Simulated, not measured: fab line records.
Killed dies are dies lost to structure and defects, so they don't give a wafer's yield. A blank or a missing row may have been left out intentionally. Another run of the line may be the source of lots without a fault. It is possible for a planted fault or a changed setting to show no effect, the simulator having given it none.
fab line records + flow sky130
[record]
- lots = 12
- wafers = 36
- lastDay = 50
route steps=708 shown CAPM@541 METAL4@600 CAP2M@605 PASSIVATION@681 PAD_OPEN@708
lots untouched by any fault: they come from a run of this same line in which no faults occurred
startH: hours from the record's opening day to when the first of the lot's shown wafers began + waitH: time in hours since the lot's previous step + " same as the row above + L1.1+2: a row that stands for several wafers + - value missing, or start not given + * or withheld: withheld + < > ~ a bound
route shown NAME@n: NAME is a module with steps in the file, n the number in the route of the first one + usual: mean/standard deviation taken from wafers without a fault + same: alike in all rows + chamber/n: place in a boat + sites: per-site readings + _std_site: the values' standard deviation + _edge_site: mean of outer sites minus mean of inner sites + radiusMm: for every site, how far away it sits from the centre of the wafer + mask NAME#n: copy n + behind: the most recent tool/chamber to have shaped the wafer + hold: why the lot was held/for how many hours/how that ended + device: which transistor (n, p or np) failed to switch + end of line: the route-end tests of the same wafers + where a step has no rows: the recipe by itself + killed: dies that structure and defects cost at the first sort, which is not the same as the wafer's yield + map: per-die view of a wafer (x killed, . not killed, _ where there is no die)
set.NAME: the setting as run; set.NAME@STEP: as run at that earlier step + model.NAME: the simulator's own value behind a step, which no gauge read
route steps across a sampled set of lots; one table per step, one row per wafer
services: from which hour (startH, from the record's first day; less than 0 if before it) a tool's chamber was out of use, for how many hours, and why
[[steps]]
[step SKY_CAPM_THK_MEAS_04]
[recipe]
- thkMeasGauge = xrf
- reads = TiN_of_CAPM_SPUTTER_02
[usual]
- CAPM_TIN_THK = 203/3.1
| lot.wafer | tool         | chamber | startH  | waitH | CAPM_TIN_THK[nm] |
|-----------|--------------|---------|---------|-------|------------------|
| L115.2    | filmMetro-03 | -       | 843.93  | 0.1   | 201              |
| L115.3    | "            | -       | "       | "     | 201              |
| L115.5    | "            | -       | "       | "     | 199              |
| L117.1    | filmMetro-03 | -       | 857.69  | 0.1   | 200              |
| L117.4    | "            | -       | "       | "     | 202              |
| L117.5    | "            | -       | "       | "     | 200              |
| L118.1    | filmMetro-03 | -       | 876.14  | 0.1   | 201              |
| L118.2    | "            | -       | "       | "     | 197              |
| L118.3    | "            | -       | "       | "     | 196              |
| L119.1    | filmMetro-04 | -       | 884.04  | 0.1   | 202              |
| L119.3    | "            | -       | "       | "     | 203              |
| L119.6    | "            | -       | "       | "     | 207              |
| L121.2    | filmMetro-03 | -       | 894.17  | 0.1   | 199              |
| L121.5    | "            | -       | "       | "     | 202              |
| L121.6    | "            | -       | "       | "     | 204              |
| L123.1    | filmMetro-04 | -       | 903.86  | 0.1   | 200              |
| L123.2    | "            | -       | "       | "     | 204              |
| L123.3    | "            | -       | "       | "     | 199              |
| L124.1    | filmMetro-02 | -       | 915.75  | 0.1   | 209              |
| L124.4    | "            | -       | "       | "     | 208              |
| L124.5    | "            | -       | "       | "     | 208              |
| L128.4    | filmMetro-02 | -       | 945.52  | 0.1   | 206              |
| L128.5    | "            | -       | "       | "     | 205              |
| L128.6    | "            | -       | "       | "     | 202              |
| L132.1    | filmMetro-02 | -       | 966.93  | 0.1   | 208              |
| L132.3    | "            | -       | "       | "     | 209              |
| L132.5    | "            | -       | "       | "     | 206              |
| L133.2    | filmMetro-04 | -       | 978.87  | 0.1   | 201              |
| L133.3    | "            | -       | "       | "     | 202              |
| L133.4    | "            | -       | "       | "     | 203              |
| L134.1    | filmMetro-02 | -       | 999.28  | 0.1   | 208              |
| L134.4    | "            | -       | "       | "     | 207              |
| L134.5    | "            | -       | "       | "     | 206              |
| L135.1    | filmMetro-03 | -       | 1009.76 | 0.1   | 203              |
| L135.4    | "            | -       | "       | "     | 202              |
| L135.5    | "            | -       | "       | "     | 205              |
[step SKY_METAL4_SPUTTER_02]
[recipe]
- material = AlCu
- targetThkNm = 735
- powerW = 10600
- timeS = 39.1
- chamberPressurePa = 0.4
[usual]
- cathodeDcPowerW = 10600/1.8
- throttleValvePct = 29.8/1.2
| lot.wafer | tool          | chamber | startH  | waitH | cathodeDcPowerW | throttleValvePct |
|-----------|---------------|---------|---------|-------|-----------------|------------------|
| L115.2    | pvdSputter-01 | -       | 922.68  | 0.0   | 10601           | 29.9             |
| L115.3    | "             | -       | "       | "     | 10597           | 31.1             |
| L115.5    | "             | -       | "       | "     | 10600           | 31.0             |
| L117.1    | pvdSputter-04 | -       | 936.89  | 0.0   | 10599           | 29.9             |
| L117.4    | "             | -       | "       | "     | 10601           | 29.1             |
| L117.5    | "             | -       | "       | "     | 10602           | 30.5             |
| L118.1    | pvdSputter-04 | -       | 953.16  | 0.0   | 10602           | 29.3             |
| L118.2    | "             | -       | "       | "     | 10600           | 30.3             |
| L118.3    | "             | -       | "       | "     | 10594           | 29.8             |
| L119.1    | pvdSputter-02 | -       | 962.54  | 0.0   | 10601           | 30.2             |
| L119.3    | "             | -       | "       | "     | 10597           | 30.7             |
| L119.6    | "             | -       | "       | "     | 10600           | 31.1             |
| L121.2    | pvdSputter-04 | -       | 971.24  | 0.0   | 10598           | 29.8             |
| L121.5    | "             | -       | "       | "     | 10599           | 29.9             |
| L121.6    | "             | -       | "       | "     | 10602           | 27.4             |
| L123.1    | pvdSputter-04 | -       | 981.70  | 0.0   | 10602           | 27.4             |
| L123.2    | "             | -       | "       | "     | 10601           | 30.3             |
| L123.3    | "             | -       | "       | "     | 10598           | 29.4             |
| L124.1    | pvdSputter-01 | -       | 992.67  | 0.0   | 10603           | 29.1             |
| L124.4    | "             | -       | "       | "     | 10600           | 31.1             |
| L124.5    | "             | -       | "       | "     | 10600           | 30.9             |
| L128.4    | pvdSputter-04 | -       | 1019.46 | 0.0   | 10603           | 27.6             |
| L128.5    | "             | -       | "       | "     | 10598           | 27.8             |
| L128.6    | "             | -       | "       | "     | 10600           | 29.9             |
| L132.1    | pvdSputter-04 | -       | 1039.79 | 0.0   | 10598           | 29.9             |
| L132.3    | "             | -       | "       | "     | 10602           | 29.2             |
| L132.5    | "             | -       | "       | "     | 10599           | 29.2             |
| L133.2    | pvdSputter-04 | -       | 1051.10 | 0.0   | 10602           | 30.1             |
| L133.3    | "             | -       | "       | "     | 10599           | 30.4             |
| L133.4    | "             | -       | "       | "     | 10599           | 29.2             |
| L134.1    | pvdSputter-04 | -       | 1070.62 | 0.0   | 10599           | 30.2             |
| L134.4    | "             | -       | "       | "     | 10602           | 28.9             |
| L134.5    | "             | -       | "       | "     | 10599           | 29.9             |
| L135.1    | pvdSputter-01 | -       | 1078.58 | 0.0   | 10602           | 31.0             |
| L135.4    | "             | -       | "       | "     | 10597           | 29.1             |
| L135.5    | "             | -       | "       | "     | 10601           | 29.0             |
[step SKY_CAP2M_SPUTTER_02]
[recipe]
- material = TiN
- targetThkNm = 200
- tempC = 300
- powerW = 6500
- timeS = 166.7
- chamberPressurePa = 0.4
[usual]
- cathodeDcPowerW = 6499.9/1.2
- substrateTempC = 300.00/0.2
- susceptorTempC = 299.98/0.22
- throttleValvePct = 29.9/1.2
| lot.wafer | tool          | chamber | startH  | waitH | cathodeDcPowerW | substrateTempC | susceptorTempC | throttleValvePct |
|-----------|---------------|---------|---------|-------|-----------------|----------------|----------------|------------------|
| L115.2    | pvdSputter-03 | -       | 922.86  | 0.0   | 6498.8          | 300.18         | 299.59         | 27.5             |
| L115.3    | "             | -       | "       | "     | 6499.8          | 299.95         | 300.07         | 30.1             |
| L115.5    | "             | -       | "       | "     | 6500.4          | 300.15         | 299.58         | 27.5             |
| L117.1    | pvdSputter-03 | -       | 937.07  | 0.1   | 6501.0          | 299.49         | 299.96         | 30.0             |
| L117.4    | "             | -       | "       | "     | 6499.9          | 300.41         | 300.00         | 29.8             |
| L117.5    | "             | -       | "       | "     | 6500.6          | 300.19         | 299.90         | 30.3             |
| L118.1    | pvdSputter-01 | -       | 953.35  | 0.1   | 6500.4          | 299.87         | 299.92         | 29.4             |
| L118.2    | "             | -       | "       | "     | 6497.6          | 300.03         | 299.95         | 29.6             |
| L118.3    | "             | -       | "       | "     | 6499.5          | 299.89         | 300.00         | 31.1             |
| L119.1    | pvdSputter-03 | -       | 962.73  | 0.1   | 6500.6          | 300.08         | 300.01         | 30.4             |
| L119.3    | "             | -       | "       | "     | 6501.5          | 300.17         | 299.93         | 29.6             |
| L119.6    | "             | -       | "       | "     | 6497.9          | 299.92         | 299.85         | 30.1             |
| L121.2    | pvdSputter-03 | -       | 971.43  | 0.0   | 6499.0          | 299.58         | 300.16         | 27.7             |
| L121.5    | "             | -       | "       | "     | 6500.2          | 300.11         | 299.90         | 27.6             |
| L121.6    | "             | -       | "       | "     | 6498.3          | 300.14         | 299.93         | 29.2             |
| L123.1    | pvdSputter-01 | -       | 981.89  | 0.1   | 6498.5          | 300.02         | 300.08         | 29.7             |
| L123.2    | "             | -       | "       | "     | 6497.3          | 300.11         | 299.99         | 31.1             |
| L123.3    | "             | -       | "       | "     | 6499.1          | 300.02         | 300.12         | 30.8             |
| L124.1    | pvdSputter-03 | -       | 992.85  | 0.1   | 6501.3          | 299.78         | 299.98         | 30.2             |
| L124.4    | "             | -       | "       | "     | 6496.9          | 300.07         | 299.68         | 27.5             |
| L124.5    | "             | -       | "       | "     | 6498.9          | 300.08         | 299.85         | 29.7             |
| L128.4    | pvdSputter-02 | -       | 1019.65 | 0.0   | 6500.2          | 299.97         | 300.02         | 30.7             |
| L128.5    | "             | -       | "       | "     | 6500.5          | 299.82         | 299.98         | 28.4             |
| L128.6    | "             | -       | "       | "     | 6500.1          | 300.03         | 300.02         | 30.3             |
| L132.1    | pvdSputter-02 | -       | 1039.98 | 0.1   | 6499.5          | 299.93         | 299.92         | 30.9             |
| L132.3    | "             | -       | "       | "     | 6497.8          | 300.47         | 299.82         | 32.2             |
| L132.5    | "             | -       | "       | "     | 6498.9          | 299.89         | 299.77         | 30.9             |
| L133.2    | pvdSputter-02 | -       | 1051.30 | 0.0   | 6499.6          | 300.12         | 299.84         | 30.9             |
| L133.3    | "             | -       | "       | "     | 6500.1          | 300.08         | 300.10         | 32.1             |
| L133.4    | "             | -       | "       | "     | 6498.9          | 300.01         | 300.13         | 31.9             |
| L134.1    | pvdSputter-03 | -       | 1070.81 | 0.1   | 6499.4          | 299.86         | 299.79         | 29.5             |
| L134.4    | "             | -       | "       | "     | 6500.3          | 299.96         | 299.84         | 29.5             |
| L134.5    | "             | -       | "       | "     | 6501.0          | 300.09         | 300.23         | 30.2             |
| L135.1    | pvdSputter-03 | -       | 1078.76 | 0.1   | 6499.0          | 299.68         | 300.29         | 29.5             |
| L135.4    | "             | -       | "       | "     | 6500.4          | 299.58         | 300.04         | 27.7             |
| L135.5    | "             | -       | "       | "     | 6502.3          | 299.66         | 300.20         | 27.6             |
[step SKY_PASSIVATION_CVD_00]
[recipe]
- material = SiO2
- targetThkNm = 90
- tempC = 400
- timeS = withheld
- rfW = 600
[usual]
- heaterPowerW = 685/82
- susceptorTempC = 400.01/0.22
| lot.wafer | tool     | chamber | startH  | waitH | heaterPowerW | susceptorTempC |
|-----------|----------|---------|---------|-------|--------------|----------------|
| L115.2    | pecvd-03 | 1       | 1022.32 | 0.0   | 643          | 400.06         |
| L115.3    | "        | 0       | "       | "     | 705          | 400.39         |
| L115.5    | "        | 2       | "       | "     | 647          | 400.10         |
| L117.1    | pecvd-04 | 0       | 1035.90 | 0.0   | 784          | 399.67         |
| L117.4    | "        | 2       | "       | "     | 739          | 400.09         |
| L117.5    | "        | 0       | "       | "     | 768          | 400.03         |
| L118.1    | pecvd-04 | 2       | 1051.26 | 0.0   | 752          | 400.24         |
| L118.2    | "        | 1       | "       | "     | 881          | 399.80         |
| L118.3    | "        | 0       | "       | "     | 743          | 400.18         |
| L119.1    | pecvd-04 | 2       | 1060.29 | 0.0   | 678          | 399.81         |
| L119.3    | "        | 0       | "       | "     | 744          | 399.91         |
| L119.6    | "        | 2       | "       | "     | 691          | 399.95         |
| L121.2    | pecvd-02 | 0       | 1064.79 | 0.0   | 703          | 400.32         |
| L121.5    | "        | 0       | "       | "     | 698          | 400.24         |
| L121.6    | "        | 1       | "       | "     | 537          | 400.00         |
| L123.1    | pecvd-03 | 0       | 1075.68 | 0.0   | 634          | 399.87         |
| L123.2    | "        | 1       | "       | "     | 674          | 399.93         |
| L123.3    | "        | 2       | "       | "     | 616          | 400.28         |
| L124.1    | pecvd-02 | 0       | 1085.73 | 0.0   | 640          | 400.14         |
| L124.4    | "        | 0       | "       | "     | 663          | 399.88         |
| L124.5    | "        | 1       | "       | "     | 586          | 399.85         |
| L128.4    | pecvd-03 | 1       | 1108.75 | 0.0   | 594          | 399.73         |
| L128.5    | "        | 0       | "       | "     | 639          | 399.73         |
| L128.6    | "        | 2       | "       | "     | 639          | 399.85         |
| L132.1    | pecvd-04 | 0       | 1127.62 | 0.0   | 682          | 399.68         |
| L132.3    | "        | 2       | "       | "     | 640          | 400.33         |
| L132.5    | "        | 2       | "       | "     | 636          | 400.05         |
| L133.2    | pecvd-03 | 1       | 1138.25 | 0.0   | 680          | 400.19         |
| L133.3    | "        | 0       | "       | "     | 614          | 399.86         |
| L133.4    | "        | 2       | "       | "     | 639          | 400.32         |
| L134.1    | pecvd-03 | 0       | 1153.03 | 0.0   | 671          | 399.89         |
| L134.4    | "        | 1       | "       | "     | 682          | 399.96         |
| L134.5    | "        | 0       | "       | "     | 677          | 400.15         |
| L135.1    | pecvd-04 | 1       | 1159.83 | 0.0   | 799          | 400.23         |
| L135.4    | "        | 2       | "       | "     | 696          | 399.95         |
| L135.5    | "        | 1       | "       | "     | 811          | 400.31         |
[step SKY_PAD_OPEN_PROBE_99]
[usual]
- defectLimitedYield = 82.5/1.9
- killed_at_M0_to_M3 = 43/6.6
- killed_at_M4_up = 3.0/1.8
- killedAtContacts = 24/5.1
- killedAtFrontEnd = 16/4.5
- killedAtOther = 0.3/0.67
- killedDies = 86/9.3
- killedOpen = 47/6.9
- killedShort = 39/6.6
- sort_bin_3_pad_short = 0.9/0.41
- sort_bin_5_function = 10.4/1.4
- sort_bin_6_memory = 6.2/1.1
- sortNPass = 406/9.3
- sortYieldPct = 82.5/1.9
[same]
- grossDies = 492
- killedAtBackSide = 0
- sort_bin_4_leakage[%] = 0
- sort_bin_8_speed[%] = 0
| lot.wafer | tool      | chamber | startH  | waitH | defectLimitedYield[%] | killed_at_M0_to_M3 | killed_at_M4_up | killedAtContacts | killedAtFrontEnd | killedAtOther | killedDies | killedOpen | killedShort | sort_bin_3_pad_short[%] | sort_bin_5_function[%] | sort_bin_6_memory[%] | sortNPass | sortYieldPct[%] |
|-----------|-----------|---------|---------|-------|-----------------------|--------------------|-----------------|------------------|------------------|---------------|------------|------------|-------------|-------------------------|------------------------|----------------------|-----------|-----------------|
| L133.2    | prober-02 | -       | 1175.03 | 0.1   | 69.3                  | 50                 | 63              | 24               | 14               | 0             | 151        | 49         | 43          | 4.7                     | 18.9                   | 7.1                  | 341       | 69.3            |
| L133.3    | prober-02 | -       | 1175.08 | 0.2   | 83.1                  | 31                 | 5               | 25               | 22               | 0             | 83         | 38         | 45          | 0.2                     | 10.8                   | 5.9                  | 409       | 83.1            |
| L133.4    | prober-02 | -       | 1175.13 | 0.2   | 86.4                  | 34                 | 3               | 23               | 7                | 0             | 67         | 34         | 33          | 1.4                     | 8.9                    | 3.3                  | 425       | 86.4            |
| L134.1    | prober-01 | -       | 1188.73 | 0.1   | 83.3                  | 39                 | 0               | 22               | 21               | 0             | 82         | 47         | 35          | 0.4                     | 10.2                   | 6.1                  | 410       | 83.3            |
| L134.4    | prober-01 | -       | 1188.88 | 0.2   | 82.9                  | 40                 | 5               | 21               | 17               | 1             | 84         | 49         | 35          | 0.2                     | 12.2                   | 4.7                  | 408       | 82.9            |
| L134.5    | prober-01 | -       | 1188.93 | 0.2   | 69.9                  | 37                 | 73              | 18               | 19               | 1             | 148        | 51         | 30          | 4.3                     | 18.7                   | 7.1                  | 344       | 69.9            |
// killed by level:class
L133.2 METAL4:unspecified=59 VIA1:geometricParticle:open=15 CONTACT:geometricParticle:open=8 VIA3:geometricParticle:open=7 LI_CONTACT:geometricParticle:open=5 CONTACT:geometricParticle:short=5 METAL2:geometricParticle:short=5 METAL3:geometricParticle:short=5
L133.3 POLY_GATE:geometricParticle:short=8 VIA1:geometricParticle:open=8 LI_CONTACT:geometricParticle:open=7 CONTACT:geometricParticle:short=5 CONTACT:geometricParticle:open=5 METAL1:geometricParticle:short=5 FIELD_ISO:geometricParticle:short=4 LI_CONTACT:geometricParticle:short=4
L133.4 LI_CONTACT:geometricParticle:open=7 CONTACT:geometricParticle:short=6 VIA2:geometricParticle:open=6 LOCAL_INTERCONNECT:geometricParticle:short=5 VIA3:geometricParticle:open=5 METAL1:geometricParticle:short=5 VIA1:geometricParticle:open=5 CONTACT:geometricParticle:open=4
L134.1 LI_CONTACT:geometricParticle:open=8 VIA1:geometricParticle:open=8 CONTACT:geometricParticle:open=7 VIA1:geometricParticle:short=6 FIELD_ISO:geometricParticle:open=5 POLY_GATE:geometricParticle:short=5 POLY_GATE:geometricParticle:open=5 METAL1:geometricParticle:short=4
L134.4 VIA1:geometricParticle:open=11 CONTACT:geometricParticle:open=8 VIA2:geometricParticle:open=7 VIA3:geometricParticle:open=6 FIELD_ISO:geometricParticle:short=5 METAL2:geometricParticle:short=5 LOCAL_INTERCONNECT:geometricParticle:short=5 METAL3:geometricParticle:short=5
L134.5 METAL4:unspecified=67 VIA1:geometricParticle:open=13 VIA2:geometricParticle:open=8 POLY_GATE:geometricParticle:open=7 LOCAL_INTERCONNECT:geometricParticle:short=6 VIA2:geometricParticle:short=5 CONTACT:geometricParticle:open=5 FIELD_ISO:geometricParticle:open=4
[[services]]
| tool          | chamber | startH  | hours | kind                  |
|---------------|---------|---------|-------|-----------------------|
| pecvd-02      | -       | 910.11  | 1.3   | repair                |
| pecvd-04      | -       | 922.21  | 0.4   | repair                |
| pecvd-04      | -       | 927.76  | 6.0   | pm                    |
| pvdSputter-02 | -       | 935.76  | 6.9   | repair                |
| pvdSputter-02 | -       | 952.41  | 2.5   | repair                |
| pvdSputter-04 | 0       | 958.13  | -     | consumableReplace:kit |
| pvdSputter-04 | 0       | 958.13  | 18.0  | scheduledDown         |
| pvdSputter-04 | 0       | 958.13  | 18.0  | ventCycle             |
| pvdSputter-04 | -       | 964.62  | 3.7   | repair                |
| pvdSputter-03 | 1       | 993.91  | -     | consumableReplace:kit |
| pvdSputter-03 | 1       | 993.91  | 18.0  | scheduledDown         |
| pvdSputter-03 | 1       | 993.91  | 18.0  | ventCycle             |
| pvdSputter-04 | -       | 1014.41 | 4.7   | repair                |
| pvdSputter-01 | -       | 1029.06 | 4.6   | repair                |
| pvdSputter-01 | -       | 1051.12 | 1.1   | repair                |
| pecvd-04      | -       | 1053.31 | 2.7   | repair                |
| pecvd-04      | -       | 1057.36 | 0.8   | pm                    |
| pvdSputter-04 | -       | 1057.39 | 1.8   | repair                |
| pecvd-02      | -       | 1102.08 | 1.0   | repair                |
| pecvd-03      | -       | 1103.30 | 2.8   | pm                    |
| pvdSputter-03 | 0       | 1124.83 | -     | consumableReplace:kit |
| pvdSputter-02 | -       | 1124.88 | 1.7   | repair                |
| pecvd-04      | -       | 1153.58 | 0.6   | repair                |
| pecvd-04      | -       | 1156.03 | 0.6   | repair                |
[[key]]
[firstSign]
- step = SKY_PAD_OPEN_PROBE_99
- reading = killed_at_M4_up
- direction = up
- sigmas = 36
- usual = 3.0
- struck = 68
[effect]
- step = SKY_PAD_OPEN_PROBE_99
- reading = sort_bin_3_pad_short
- direction = up
- sigmas = 8.7
- usual = 0.9
- struck = 4.5
metAt SKY_METAL4_SPUTTER_02
struckLots L133,L134
struckWafers L133.2,L134.5
notActingAt SKY_CAPM_THK_MEAS_04,SKY_CAP2M_SPUTTER_02,SKY_PASSIVATION_CVD_00
onsetBetween 1039.79 1051.10
[fault]
- kind = chamberParticleSource
- tool = pvdSputter-04
- chamber = -
- onsetH = 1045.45
- steps = SKY_METAL4_SPUTTER_02
- ratePerVisitCm2 = 1.5959
- endH = 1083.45
- scope = struckWafersOnly
